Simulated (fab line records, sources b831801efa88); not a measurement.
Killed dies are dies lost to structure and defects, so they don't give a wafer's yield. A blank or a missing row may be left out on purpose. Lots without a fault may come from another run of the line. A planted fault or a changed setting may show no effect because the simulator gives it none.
A struck lot beside a sound one | flow sky130 | 43 steps out of a route of 708
Sound: wafers L512.3, L512.4, L512.6. Struck: wafer L525.4. (L525.3, L525.6 of the same lot were not struck and are left out.) The cause comes at the end.
At each step with rows: each side's tool, then ch and its chambers, then its first start. Under that, the readings that differ: sound wafers | struck wafers | difference of the means | sigmas: that difference in standard deviations of wafers without a fault.
alike: readings whose means differ by less than 2 such deviations, and words and numbers that are the same on both sides. not compared: withheld readings, readings that some wafer has no value for, bounds like >300 that may hide the same value, and numbers for which the record gives no deviation and whose values overlap.
The two part at a step that has a row with sigmas, a row that says differs or no value, or rows on one side only. Numbers that don't overlap but have no deviation are shown without sigmas and don't part them. A reading that every wafer of one side lacks parts them only if that side has two wafers or more.

first, 1 step without rows for these wafers: SKY_LDD_HVN_IMPLANT_08.
SKY_LDD_HVN_STRIP_09: strips in O2/N2.
  sound on plasma_asher-02 ch 0,1, day 20 23:10; struck on plasma_asher-01 ch 1, day 25 18:58
  reading                      | sound             | struck | difference | sigmas
  strip_time_to_endpoint_s (s) | 4.137 4.147 4.147 | 4.200  | +0.056     | +4
  alike: drypump_motor_current_A, oes_product_au
  not compared: rf_hours_counter_h
SKY_LDD_HVN_TW_MEAS_10:
  sound on film_metro-03, day 20 23:15; struck on film_metro-01, day 25 19:03
  reading    | sound          | struck | difference | sigmas
  LDD_HVN_TW | 1422 1426 1433 | 1447   | +20        | +3
then, 7 steps without rows for these wafers: SKY_LDD_HVP_DEHYDRATE_00 (time 60 s); SKY_LDD_HVP_HMDS_01 (prime time 60 s); SKY_LDD_HVP_COAT_02 (resist thk 300 nm); SKY_LDD_HVP_SOFTBAKE_03 (time 60 s); SKY_LDD_HVP_EXPOSE_04 (exposes mask HVPTM, target cd 700 nm); SKY_LDD_HVP_PEB_05; SKY_LDD_HVP_DEVELOP_06 (develop time 60 s).
SKY_LDD_HVP_OVL_MEAS_07:
  sound on overlay-02, day 22 05:53; struck on overlay-02, day 26 23:27
  alike: LDD_HVP_OVL
then, 1 step without rows for these wafers: SKY_LDD_HVP_IMPLANT_08.
SKY_LDD_HVP_STRIP_09: strips in O2/N2.
  sound on plasma_asher-02 ch 0,1, day 22 06:05; struck on plasma_asher-02 ch 1, day 26 23:40
  alike: drypump_motor_current_A, oes_product_au, strip_time_to_endpoint_s
  not compared: rf_hours_counter_h
SKY_LDD_HVP_TW_MEAS_10:
  sound on film_metro-03, day 22 06:11; struck on film_metro-04, day 26 23:45
  alike: LDD_HVP_TW
then, 7 steps without rows for these wafers: SKY_LDD_LDN_DEHYDRATE_00 (time 60 s); SKY_LDD_LDN_HMDS_01 (prime time 60 s); SKY_LDD_LDN_COAT_02 (resist thk 1140 nm); SKY_LDD_LDN_SOFTBAKE_03 (time 60 s); SKY_LDD_LDN_EXPOSE_04 (exposes mask LDNTM, target cd 700 nm); SKY_LDD_LDN_PEB_05; SKY_LDD_LDN_DEVELOP_06 (develop time 60 s).
SKY_LDD_LDN_OVL_MEAS_07:
  sound on overlay-01, day 23 12:26; struck on overlay-01, day 28 04:23
  alike: LDD_LDN_OVL
then, 4 steps without rows for these wafers: SKY_LDD_LDN_IMPLANT_08; SKY_LDD_LDN_IMPLANT_09; SKY_LDD_LDN_IMPLANT_10; SKY_LDD_LDN_IMPLANT_11.
SKY_LDD_LDN_STRIP_12: strips in O2/N2.
  sound on plasma_asher-01 ch 0,1, day 23 13:06; struck on plasma_asher-01 ch 1, day 28 05:43
  alike: drypump_motor_current_A, oes_product_au, strip_time_to_endpoint_s
  not compared: rf_hours_counter_h
SKY_LDD_LDN_TW_MEAS_13:
  sound on film_metro-01, day 23 13:11; struck on film_metro-02, day 28 05:48
  alike: LDD_LDN_TW
then, 2 steps without rows for these wafers: SKY_LDD_LDN_CLEAN_14 (cleans in SC1/SC2, time 150 s); SKY_SPACER_CVD_00 (deposits Si3N4 from DCS/NH3, target thk 43.1 nm, time 740 s).
SKY_SPACER_THK_MEAS_01:
  sound on film_metro-01, day 23 15:20; struck on film_metro-02, day 28 08:06
  alike: SPACER_CVD_00_THK
SKY_SPACER_ETCHBACK_02: etches Si3N4 in CH3F/O2, stops on SiO2, time 46.7 s, target depth 45 nm.
  sound on rie_diel-03 ch 0,2, day 23 15:23; struck on rie_diel-03 ch 1, day 28 08:10
  alike: drypump_motor_current_A, oes_product_au, throttle_valve_pct
  not compared: rf_hours_counter_h
then, 8 steps without rows for these wafers: SKY_POLY_CUT_DEHYDRATE_00 (time 60 s); SKY_POLY_CUT_HMDS_01 (prime time 60 s); SKY_POLY_CUT_COAT_02 (resist thk 60 nm); SKY_POLY_CUT_COAT_03 (resist thk 450 nm); SKY_POLY_CUT_SOFTBAKE_04 (time 90 s); SKY_POLY_CUT_EXPOSE_05 (exposes mask NPCM, target cd 270 nm); SKY_POLY_CUT_PEB_06; SKY_POLY_CUT_DEVELOP_07 (develop time 60 s).
SKY_POLY_CUT_CD_MEAS_08: target cd 270 nm.
  sound on cd_sem-01, day 24 21:26; struck on cd_sem-02, day 29 12:35
  alike: cd_nm
SKY_POLY_CUT_OVL_MEAS_09:
  sound on overlay-01, day 24 21:31; struck on overlay-02, day 29 12:40
  alike: POLY_CUT_OVL
-- the record jumps here: 20 days lie between the struck wafers' starts before and after (it left off in module POLY_CUT and takes up again in module PAD_OPEN, whose first step shown is number 708 of the route) --
SKY_PAD_OPEN_PROBE_99:
  the record has rows for the struck wafers here (prober-02, day 49 14:25) and none for the sound ones

WHERE THEY PART
First at SKY_LDD_HVN_STRIP_09; last, within this record, at SKY_PAD_OPEN_PROBE_99.

WHY: what the simulator had put in
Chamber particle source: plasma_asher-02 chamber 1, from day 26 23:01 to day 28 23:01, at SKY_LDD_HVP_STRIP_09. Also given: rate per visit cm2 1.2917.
